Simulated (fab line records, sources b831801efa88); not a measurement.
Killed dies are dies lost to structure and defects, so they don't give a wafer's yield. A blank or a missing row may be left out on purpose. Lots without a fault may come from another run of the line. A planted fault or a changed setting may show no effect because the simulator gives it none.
Which tool did it? | flow sky130 | 10 lots, 30 wafers sampled, at 3 steps of a route of 708

WHAT THE GAUGES READ, wafer by wafer
SKY_VIA1_RS_MEAS_22: measures by four-point-probe.
lot  | measured     | on            | VIA1_W_RS (ohm/sq)
L232 | day 34 04:35 | film_metro-01 | 0.425 0.426 0.425
L234 | day 35 08:04 | film_metro-01 | 0.426 0.425 0.432
L235 | day 35 14:51 | film_metro-04 | 0.427 0.421 0.426
L237 | day 35 22:49 | film_metro-03 | 0.424 0.430 0.426
L238 | day 36 09:25 | film_metro-01 | 0.426 0.429 0.426
L239 | day 36 12:47 | film_metro-01 | 0.430 0.425 0.430
L241 | day 37 09:26 | film_metro-01 | 0.422 0.420 0.423
L240 | day 37 09:47 | film_metro-04 | 0.428 0.429 0.431
L249 | day 39 14:52 | film_metro-01 | 0.423 0.360 0.419
L250 | day 39 17:19 | film_metro-01 | 0.429 0.362 0.428

WHICH TOOL RAN EACH LOT (tool, then ch and the chambers of the sampled wafers, then the start)
lot  | SKY_METAL1_ETCH_18                | SKY_VIA1_CVD_21
L232 | rie_metal-01 ch 0,1, day 32 23:15 | cvd_w-02 ch 0,1, day 34 04:29
L234 | rie_metal-01 ch 0,1, day 34 02:55 | cvd_w-02 ch 0,1, day 35 07:59
L235 | rie_metal-01 ch 0,1, day 34 08:55 | cvd_w-02 ch 0, day 35 14:40
L237 | rie_metal-04 ch 0,1, day 34 18:13 | cvd_w-01 ch 0,1, day 35 22:43
L238 | rie_metal-04 ch 0,1, day 35 04:52 | cvd_w-02 ch 0,1, day 36 09:20
L239 | rie_metal-03 ch 0,1, day 35 07:36 | cvd_w-02 ch 1, day 36 12:41
L241 | rie_metal-03 ch 0,1, day 36 04:27 | cvd_w-02 ch 0,1, day 37 09:20
L240 | rie_metal-01 ch 0,1, day 36 04:58 | cvd_w-01 ch 1, day 37 09:40
L249 | rie_metal-04 ch 0,1, day 38 10:57 | cvd_w-02 ch 0,1, day 39 14:45
L250 | rie_metal-04 ch 0,1, day 38 13:34 | cvd_w-02 ch 0,1, day 39 17:13
- SKY_METAL1_ETCH_18: etches BARC in N2/H2, stops on SiO2, time 45.9 s, target depth 60 nm.
- SKY_VIA1_CVD_21: deposits W, target thk 270 nm, time 80.902 s.

THE ANSWER, worked out from the rows above alone
Rule: what is usual is taken from the lots themselves. Put in order of their means at a reading, lots are off if they are a third of the lots or fewer, leave a main group of 4 or more, and stand apart from it by a gap of 3 or more times the standard deviation of the main group's means; of several such gaps the widest counts. A main group whose means are all the same, to the digits that the tables above print for the reading, isn't used. A lot without any number at a reading at which 4 lots or more have one is off too. The other lots that the step has rows for count as sound.
Off: L249, L250, at SKY_VIA1_RS_MEAS_22 (VIA1_W_RS). The main group: mean 0.426 ohm/sq, standard deviation 0.0023.
A tool fits if, at a process step before that reading, it ran every lot that is off, and no sound lot after the first of them. The gauges at SKY_VIA1_RS_MEAS_22 are tried like those tools. Can't be told from this: 3 tools fit, rie_metal-04 at SKY_METAL1_ETCH_18, cvd_w-02 at SKY_VIA1_CVD_21, film_metro-01 at SKY_VIA1_RS_MEAS_22.

WHAT THE SIMULATOR HAD PUT IN
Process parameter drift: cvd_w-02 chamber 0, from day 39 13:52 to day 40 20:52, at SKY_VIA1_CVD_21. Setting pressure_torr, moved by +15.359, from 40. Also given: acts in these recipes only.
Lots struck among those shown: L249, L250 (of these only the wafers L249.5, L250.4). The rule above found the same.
